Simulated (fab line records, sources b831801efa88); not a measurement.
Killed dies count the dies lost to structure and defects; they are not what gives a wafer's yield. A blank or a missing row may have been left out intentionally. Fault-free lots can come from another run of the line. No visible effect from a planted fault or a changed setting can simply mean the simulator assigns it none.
The tool behind it: which one? | flow sky130 | 6 lots with 18 wafers sampled at 2 steps, on a route of 708 steps

== WHAT THE GAUGES SHOWED, per wafer ==
SKY_FIELD_ISO_THK_MEAS_23.
lot  | measured    | on            | FIELD_ISO_OXIDATION_01_THK (nm)
L231 | day 2 11:14 | film_metro-03 | 10.19 9.96 10.07
L235 | day 3 12:44 | film_metro-02 | 10.44 10.19 10.36
L238 | day 3 23:15 | film_metro-03 | 10.06 10.13 10.01
L247 | day 6 04:02 | film_metro-03 | 10.07 9.86 9.74
L250 | day 6 15:08 | film_metro-03 | 9.77 9.88 9.70
L252 | day 7 01:05 | film_metro-01 | 10.52 10.47 10.39

== TOOL THAT RAN EACH LOT (tool first, then ch and the chambers of the sampled wafers, then the start) ==
lot  | SKY_FIELD_ISO_STRIP_16
L231 | plasma_asher-01 ch 0, day 2 09:34
L235 | plasma_asher-04 ch 0,1, day 3 09:21
L238 | plasma_asher-02 ch 0,1, day 3 21:38
L247 | plasma_asher-01 ch 0,1, day 6 02:25
L250 | plasma_asher-04 ch 0, day 6 12:57
L252 | plasma_asher-04 ch 0,1, day 6 23:06
- SKY_FIELD_ISO_STRIP_16: strips in O2/N2.

== THE ANSWER, worked out from the rows above alone ==
Rule: usual is defined by the lots themselves. The widest of any qualifying gaps counts: lots, ordered by their means at a reading, are off when they make up no more than a third of the lots, leave a main group of 4 or more, and stand apart from it by 3 or more times the standard deviation of that group's means. A main group whose means are all the same, to the digits that the tables above print for the reading, isn't used. Also off: a lot with no number at a reading for which 4 or more lots have one. All remaining lots with rows at the step are treated as sound.
Nothing can be told from this: no lot is off at any reading shown.

== WHAT THE SIMULATOR HAD PUT IN ==
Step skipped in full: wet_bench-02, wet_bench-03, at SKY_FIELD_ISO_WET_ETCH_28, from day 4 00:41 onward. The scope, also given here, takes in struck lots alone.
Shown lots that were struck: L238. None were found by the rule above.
